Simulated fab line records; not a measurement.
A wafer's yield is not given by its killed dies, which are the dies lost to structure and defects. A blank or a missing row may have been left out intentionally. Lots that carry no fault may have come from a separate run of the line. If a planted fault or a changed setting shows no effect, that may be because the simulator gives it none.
A lot that was struck, set against a sound lot -- flow sky130 -- 12 steps out of a route of 708
Sound: these wafers, L238.1, L238.2, L238.6. Wafers L245.4, L245.5, L245.6 were the ones struck. At the end, the cause is stated.
Per side, at each step with rows, come the tool, then ch with its chambers, and then its first start. Under that, the readings that differ: sound wafers -- struck wafers -- difference of the means -- sigmas: that difference in standard deviations of wafers without a fault.
alike: a reading whose means differ by less than 2 such deviations, as well as words and numbers matching on both sides. not compared: withheld readings; readings where some wafer has no value; bounds like >300 that might hide an equal value; numbers whose values overlap and for which the record gives no deviation.
The two part at a step that has a row with sigmas, a row that says differs or no value, or rows on one side only. Numbers that have no deviation but don't overlap get no sigmas and don't part them. A reading that every wafer of one side lacks parts them only if that side has two wafers or more.

SKY_SD_N_OVL_MEAS_08:
  sound on overlay-02, day 30 02:51; struck on overlay-02, day 32 03:01
  alike: SD_N_OVL
then, 2 steps without rows for these wafers: SKY_SD_N_IMPLANT_09; SKY_SD_N_IMPLANT_10.
SKY_SD_N_STRIP_11: strips in O2/N2.
  sound on plasma-asher-02 ch 0,1, day 30 03:11; struck on plasma-asher-04 ch 0,1, day 32 03:22
  alike: drypump-motor-current-A, o2-flow-sccm, oes-product-au, strip-time-to-endpoint-s
  not compared: rf-hours-counter-h
SKY_SD_N_TW_MEAS_12:
  sound on film-metro-01, day 30 03:17; struck on film-metro-03, day 32 03:28
reading,sound,struck,difference,sigmas
SD_N_TW,3957 3940 3949,4018 4009 4019,+67,+3
then, 1 step without rows for these wafers: SKY_SD_N_CLEAN_13 (cleans in SC1/SC2, time 150 s).
SKY_SD_N_RTA_14: time 2 s.
  sound on rtp-anneal-02 ch 0, day 30 03:23; struck on rtp-anneal-01 ch 0, day 32 03:35
  alike: chamber-o2-ppm, lamp-power-pct, wafer_temp_C_max
SKY_SD_N_RS_MEAS_16: uses a four-point probe to measure.
  sound on film-metro-03, day 30 03:34; struck on film-metro-03, day 32 03:47
  alike: SD_N_RS
SKY_SD_N_RS_MEAS_17: uses a four-point probe to measure.
  sound on film-metro-03, day 30 03:41; struck on film-metro-03, day 32 03:55
  alike: SD_P_RS
SKY_SD_N_RS_MEAS_18: uses a four-point probe to measure.
  sound on film-metro-03, day 30 03:49; struck on film-metro-03, day 32 04:02
  alike: RES_XHIGH_RS
then, 1 step without rows for these wafers: SKY_SALICIDE_CLEAN_00 (cleans in HF-last, time 30 s).
SKY_LI_CONTACT_HDPCVD_00: deposits PSG, target thk 930 nm, time 155 s.
  sound on hdpcvd-02 ch 1,2, day 30 03:56; struck on hdpcvd-01 ch 0,1,2, day 32 04:09
  no value came back on the struck wafers for pressure-mtorr (mTorr), run-length-s (s); on the sound wafers pressure-mtorr (mTorr) reads 6.000 6.014 6.017

WHERE THEY PART
First at SKY_SD_N_TW_MEAS_12; last, within this record, at SKY_LI_CONTACT_HDPCVD_00.

WHY: what the simulator had put in
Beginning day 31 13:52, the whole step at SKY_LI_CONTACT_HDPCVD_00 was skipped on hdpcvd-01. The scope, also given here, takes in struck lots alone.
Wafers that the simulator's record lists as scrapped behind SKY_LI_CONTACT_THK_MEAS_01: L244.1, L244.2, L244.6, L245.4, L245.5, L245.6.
